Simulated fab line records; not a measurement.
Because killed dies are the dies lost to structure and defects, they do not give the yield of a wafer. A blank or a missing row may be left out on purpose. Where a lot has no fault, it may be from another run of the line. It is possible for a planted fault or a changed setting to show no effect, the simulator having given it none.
fab line records ; flow sky130 ; part 2 of 2: steps 27 to 35 of 35
record lots=5; wafers=15; last-day=50
route steps=708 shown SD_N@349 SD_P@359 RES_XHIGH@360 SALICIDE@361 LI_CONTACT@362
lots that met no fault: taken from a fault-free run of the same line
start-h: the number of hours between the record's first day and the start of the first shown wafer of the lot ; wait-h: hours since the lot's step before ; " as in the row above ; L1.1+2: a single row standing in for several wafers ; - no value, or no start given ; * or withheld: withheld ; < > ~ a bound
route shown NAME@n: names a module that has steps shown in the file, with the first one's number in the route ; usual: mean and standard deviation over wafers with no fault ; same: alike in all rows ; chamber/n: place in a boat ; sites: readings site by site ; _std_site: how widely they spread, as a standard deviation ; _edge_site: the outer-site mean with the inner-site mean subtracted ; radius-mm: for every site, how far away it sits from the centre of the wafer ; mask NAME#n: copy n ; behind: the most recent tool/chamber to have shaped the wafer ; hold: why the lot was held/for how many hours/how that ended ; device: whichever transistor did not switch (one of n, p or np) ; end of line: at the end of the route, the tests of the same wafers ; where a step has no rows: the recipe by itself ; killed: dies lost to structure and defects at the first sort, not the wafer's yield ; map: a wafer's dies, marking killed ones x, the rest . and places with no die _
set.NAME: the setting that was run; set.NAME@STEP: the one run at that earlier step ; model.NAME: the simulator's own value behind a step, which no gauge read
lots at some steps of the route; a table a step, a row a wafer
services: from which hour (start-h, from the record's first day; less than 0 if before it) a tool's chamber was out of use, for how many hours, and why
## steps
# step SKY_LI_CONTACT_ETCH_14
# recipe chemistry=N2/H2; target=BARC; ion-energy-ev=200; source-w=500; bias-w=100; pressure-mtorr=30; n2-flow-sccm=100; h2-flow-sccm=200; stop-on=SiO2; time-s=45.9; target-depth-a=600
# usual chamber-pressure-mTorr=30.000/0.025; drypump-motor-current-A=5.7/0.47; oes-product-au=0.855/0.0052; rf-fwd-power-W=495.5/2; throttle-valve-pct=13.224/0.01
lot.wafer;tool;chamber;start-h;wait-h;chamber-pressure-mTorr;drypump-motor-current-A;oes-product-au;rf-fwd-power-W;rf-hours-counter-h;throttle-valve-pct
L075.2;rie-diel-01;0;683.72;0.0;30.011;6.5;0.849;494.7;32;13.231
L075.3;rie-diel-01;1;683.72;0.0;30.025;6.0;0.846;497.0;52;13.232
L075.6;rie-diel-01;0;683.72;0.0;29.983;6.5;0.863;497.7;-;13.228
L077.1;rie-diel-03;2;727.98;0.0;30.016;6.0;0.853;496.8;15;13.236
L077.2;rie-diel-03;1;727.98;0.0;29.996;6.3;0.858;495.6;5;13.212
L077.6;rie-diel-03;2;727.98;0.0;29.966;6.1;0.855;495.1;-;13.221
L093.1;rie-diel-03;2;823.23;0.0;29.957;6.1;0.860;497.4;19;13.232
L093.4;rie-diel-03;0;823.23;0.0;30.003;5.7;0.852;496.7;9;13.223
L093.5;rie-diel-03;1;823.23;0.0;30.039;6.3;0.854;497.8;-;13.229
L094.1;rie-diel-02;1;835.63;0.0;30.012;5.3;0.842;493.9;6;13.223
L094.3;rie-diel-02;0;835.63;0.0;30.007;5.1;0.856;495.4;14;13.228
L094.4;rie-diel-02;2;835.63;0.0;29.995;5.8;0.860;497.1;-;13.228
L097.2;rie-diel-03;0;838.86;0.0;30.009;5.7;0.857;495.7;9;13.223
L097.4;rie-diel-03;1;838.86;0.0;29.993;6.3;0.852;500.2;9;13.234
L097.6;rie-diel-03;0;838.86;0.0;29.980;5.7;0.857;495.8;-;13.232
# step SKY_LI_CONTACT_ETCH_15
# recipe target=PSG; chemistry=C4F8/O2/Ar; stop-on=Si; taper-deg=4.15; mask-material=KrF-thick; source-w=1500; bias-w=1200; pressure-mtorr=40; c4f8-flow-sccm=withheld; O2_flow_sccm=6; Ar_flow_sccm=300; time-s=withheld; target-depth-a=6000
# usual chamber-pressure-mTorr=39.998/0.03; oes-product-au=0.838/0.0047; rf-fwd-power-W=1493/5.3
lot.wafer;tool;chamber;start-h;wait-h;chamber-pressure-mTorr;oes-product-au;rf-fwd-power-W
L075.2;rie-diel-01;0;683.76;0.0;39.978;0.833;1497
L075.3;rie-diel-01;1;683.76;0.0;40.004;0.841;1493
L075.6;rie-diel-01;0;683.76;0.0;40.027;0.840;1505
L077.1;rie-diel-03;2;728.02;0.0;39.935;0.840;1491
L077.2;rie-diel-03;1;728.02;0.0;39.991;0.838;1506
L077.6;rie-diel-03;2;728.02;0.0;40.013;0.831;1490
L093.1;rie-diel-03;2;823.27;0.0;40.008;0.841;1493
L093.4;rie-diel-03;0;823.27;0.0;40.032;0.825;1498
L093.5;rie-diel-03;1;823.27;0.0;39.955;0.833;1494
L094.1;rie-diel-02;1;835.67;0.0;40.027;0.844;1493
L094.3;rie-diel-02;0;835.67;0.0;39.960;0.834;1484
L094.4;rie-diel-02;2;835.67;0.0;39.961;0.848;1487
L097.2;rie-diel-03;0;838.90;0.0;40.022;0.838;1497
L097.4;rie-diel-03;1;838.90;0.0;39.978;0.845;1496
L097.6;rie-diel-03;0;838.90;0.0;39.950;0.836;1492
# step SKY_LI_CONTACT_STRIP_16
# recipe chemistry=O2/N2; power-w=1400; pressure-mtorr=1500; platen-temp-c=withheld; o2-flow-sccm=3000; n2-flow-sccm=300; overash-fraction=0.5
# usual chamber-pressure-mTorr=1499.9/1.3; drypump-motor-current-A=5.8/0.51; oes-product-au=0.377/0.0045; strip-time-to-endpoint-s=3.52/0.039
lot.wafer;tool;chamber;start-h;wait-h;chamber-pressure-mTorr;drypump-motor-current-A;oes-product-au;rf-hours-counter-h;strip-time-to-endpoint-s
L075.2;plasma-asher-04;1;683.85;-;1500.0;5.0;0.381;81;3.46
L075.3;plasma-asher-04;0;683.85;-;1498.0;6.7;0.374;-;3.46
L075.6;plasma-asher-04;0;683.85;-;1498.8;6.7;0.372;-;3.49
L077.1;plasma-asher-04;1;728.10;-;1500.2;5.0;0.383;85;3.57
L077.2;plasma-asher-04;0;728.10;-;1499.5;6.7;0.374;85;3.45
L077.6;plasma-asher-04;1;728.10;-;1499.9;5.0;0.381;-;3.57
L093.1;plasma-asher-02;1;823.35;-;1499.0;5.7;0.374;40;3.56
L093.4;plasma-asher-02;0;823.35;-;1500.3;5.7;0.378;-;3.51
L093.5;plasma-asher-02;0;823.35;-;1499.7;5.7;0.375;-;3.46
L094.1;plasma-asher-02;0;835.75;-;1500.1;5.6;0.378;41;3.52
L094.3;plasma-asher-02;1;835.75;-;1498.2;5.7;0.380;-;3.51
L094.4;plasma-asher-02;0;835.75;-;1501.8;5.6;0.381;-;3.52
L097.2;plasma-asher-04;0;838.98;-;1500.9;6.7;0.374;97;3.50
L097.4;plasma-asher-04;1;838.98;-;1502.2;5.0;0.369;-;3.43
L097.6;plasma-asher-04;0;838.98;-;1500.8;6.7;0.370;-;3.48
# step SKY_LI_CONTACT_CLEAN_17
# recipe chemistry=NMP; time-s=600; temp-c=60; dry=n2-spin
lot.wafer;tool;chamber;start-h;wait-h
L075.2+3+6;wet-bench-02;3;683.95;0.1
L077.1+2+6;wet-bench-02;0;728.20;0.1
L093.1+4+5;wet-bench-01;0;823.45;0.1
L094.1+3+4;wet-bench-01;3;835.85;0.1
L097.2+4+6;wet-bench-02;1;839.08;0.1
# step SKY_LI_CONTACT_PRE_CLEAN_18
# recipe gas=Ar; time-s=5.6; bias-v=358
lot.wafer;tool;chamber;start-h;wait-h
L075.2+3+6;pvd-sputter-04;-;684.12;0.0
L077.1+2+6;pvd-sputter-04;-;728.39;0.0
L093.1+4+5;pvd-sputter-03;-;823.63;0.0
L094.1+3+4;pvd-sputter-01;-;836.03;0.0
L097.2+4+6;pvd-sputter-01;-;839.26;0.0
# step SKY_LI_CONTACT_SPUTTER_19
# recipe material=Ti; target-thk-nm=20; chamber-pressure-pa=5; power-w=2500; substrate-temp-c=200; time-s=106.37
# usual chamber-pressure-pa=5.001/0.01; throttle-valve-pct=30.1/0.73
lot.wafer;tool;chamber;start-h;wait-h;chamber-pressure-pa;throttle-valve-pct
L075.2;pvd-sputter-04;-;684.14;0.0;5.017;30.3
L075.3;pvd-sputter-04;-;684.14;0.0;5.009;29.3
L075.6;pvd-sputter-04;-;684.14;0.0;5.003;29.5
L077.1;pvd-sputter-04;-;728.41;0.0;4.990;29.5
L077.2;pvd-sputter-04;-;728.41;0.0;5.021;29.4
L077.6;pvd-sputter-04;-;728.41;0.0;5.007;29.6
L093.1;pvd-sputter-03;-;823.65;0.0;4.996;28.1
L093.4;pvd-sputter-03;-;823.65;0.0;4.992;31.4
L093.5;pvd-sputter-03;-;823.65;0.0;4.993;31.7
L094.1;pvd-sputter-01;-;836.05;0.0;5.003;30.3
L094.3;pvd-sputter-01;-;836.05;0.0;4.997;30.2
L094.4;pvd-sputter-01;-;836.05;0.0;4.983;30.8
L097.2;pvd-sputter-01;-;839.28;0.0;5.001;30.5
L097.4;pvd-sputter-01;-;839.28;0.0;5.002;30.5
L097.6;pvd-sputter-01;-;839.28;0.0;4.999;30.5
# step SKY_LI_CONTACT_SPUTTER_20
# recipe material=TiN; target-thk-nm=20; chamber-pressure-pa=5; power-w=4000; time-s=80
# usual chamber-pressure-pa=4.999/0.01; throttle-valve-pct=30.1/0.72
lot.wafer;tool;chamber;start-h;wait-h;chamber-pressure-pa;throttle-valve-pct
L075.2;pvd-sputter-04;-;684.22;0.0;5.007;30.6
L075.3;pvd-sputter-04;-;684.22;0.0;4.992;29.5
L075.6;pvd-sputter-04;-;684.22;0.0;4.992;29.4
L077.1;pvd-sputter-04;-;728.49;0.0;5.014;29.4
L077.2;pvd-sputter-04;-;728.49;0.0;4.992;29.2
L077.6;pvd-sputter-04;-;728.49;0.0;4.988;29.6
L093.1;pvd-sputter-03;-;823.72;0.0;5.015;28.2
L093.4;pvd-sputter-03;-;823.72;0.0;4.997;31.2
L093.5;pvd-sputter-03;-;823.72;0.0;5.005;31.5
L094.1;pvd-sputter-01;-;836.12;0.0;4.985;30.3
L094.3;pvd-sputter-01;-;836.12;0.0;4.998;30.7
L094.4;pvd-sputter-01;-;836.12;0.0;4.991;30.8
L097.2;pvd-sputter-01;-;839.36;0.0;5.003;30.6
L097.4;pvd-sputter-01;-;839.36;0.0;4.997;30.4
L097.6;pvd-sputter-01;-;839.36;0.0;4.989;30.4
# step SKY_LI_CONTACT_CVD_21
# recipe material=W; target-thk-nm=400; time-s=120.56; temp-c=400; pressure-torr=40
# usual heater-power-w=884/83
lot.wafer;tool;chamber;start-h;wait-h;heater-power-w
L075.2;cvd-w-02;1;684.28;0.0;999
L075.3;cvd-w-02;0;684.28;0.0;848
L075.6;cvd-w-02;0;684.28;0.0;856
L077.1;cvd-w-01;1;728.55;0.0;886
L077.2;cvd-w-01;0;728.55;0.0;774
L077.6;cvd-w-01;1;728.55;0.0;910
L093.1;cvd-w-02;1;823.79;0.0;979
L093.4;cvd-w-02;0;823.79;0.0;883
L093.5;cvd-w-02;1;823.79;0.0;1016
L094.1;cvd-w-02;0;836.19;0.0;883
L094.3;cvd-w-02;1;836.19;0.0;1013
L094.4;cvd-w-02;0;836.19;0.0;889
L097.2;cvd-w-01;1;839.42;0.0;904
L097.4;cvd-w-01;1;839.42;0.0;895
L097.6;cvd-w-01;1;839.42;0.0;891
# step SKY_LI_CONTACT_RS_MEAS_22
# recipe thk-meas-gauge=four-point-probe; reads=W_of_LI_CONTACT_CVD_21+TiN_of_LI_CONTACT_SPUTTER_20+Ti_of_LI_CONTACT_SPUTTER_19
# usual LI_CONTACT_W_RS=0.286/0.0048
lot.wafer;tool;chamber;start-h;wait-h;LI_CONTACT_W_RS[ohm/sq]
L075.2;film-metro-04;-;684.43;0.1;0.285
L075.3;film-metro-04;-;684.43;0.1;0.278
L075.6;film-metro-04;-;684.43;0.1;0.274
L077.1;film-metro-03;-;728.68;0.1;0.282
L077.2;film-metro-03;-;728.68;0.1;0.286
L077.6;film-metro-03;-;728.68;0.1;0.281
L093.1;film-metro-04;-;823.91;0.1;0.294
L093.4;film-metro-04;-;823.91;0.1;0.283
L093.5;film-metro-04;-;823.91;0.1;0.293
L094.1;film-metro-04;-;836.31;0.1;0.281
L094.3;film-metro-04;-;836.31;0.1;0.289
L094.4;film-metro-04;-;836.31;0.1;0.279
L097.2;film-metro-04;-;839.56;0.1;0.285
L097.4;film-metro-04;-;839.56;0.1;0.287
L097.6;film-metro-04;-;839.56;0.1;0.290
## services
tool;chamber;start-h;hours;kind
krf-scanner-02;-;631.97;1.0;pm
rie-diel-03;3;632.03;3.8;repair
implanter-04;-;633.97;1.7;repair
implanter-04;-;638.94;0.8;repair
implanter-04;-;684.82;1.0;repair
krf-scanner-02;-;691.10;0.3;repair
implanter-03;-;693.84;2.0;repair
rie-diel-03;0;694.69;17.0;repair
implanter-04;-;710.69;6.4;repair
krf-scanner-02;-;711.61;0.8;pm
rie-diel-03;0;712.53;45.7;repair
rie-diel-03;3;717.16;5.0;repair
implanter-04;-;718.71;2.3;repair
implanter-03;-;725.22;1.3;repair
krf-scanner-02;-;761.57;1.3;pm
implanter-04;-;763.22;3.7;pm
krf-scanner-02;-;772.17;1.0;pm
implanter-04;-;774.23;0.9;repair
implanter-04;-;775.08;5.6;repair
implanter-03;-;775.61;1.7;repair
implanter-03;-;803.71;3.3;repair
pvd-sputter-01;-;812.71;1.1;repair
krf-scanner-02;-;816.43;0.2;repair
krf-scanner-02;-;819.09;0.3;repair
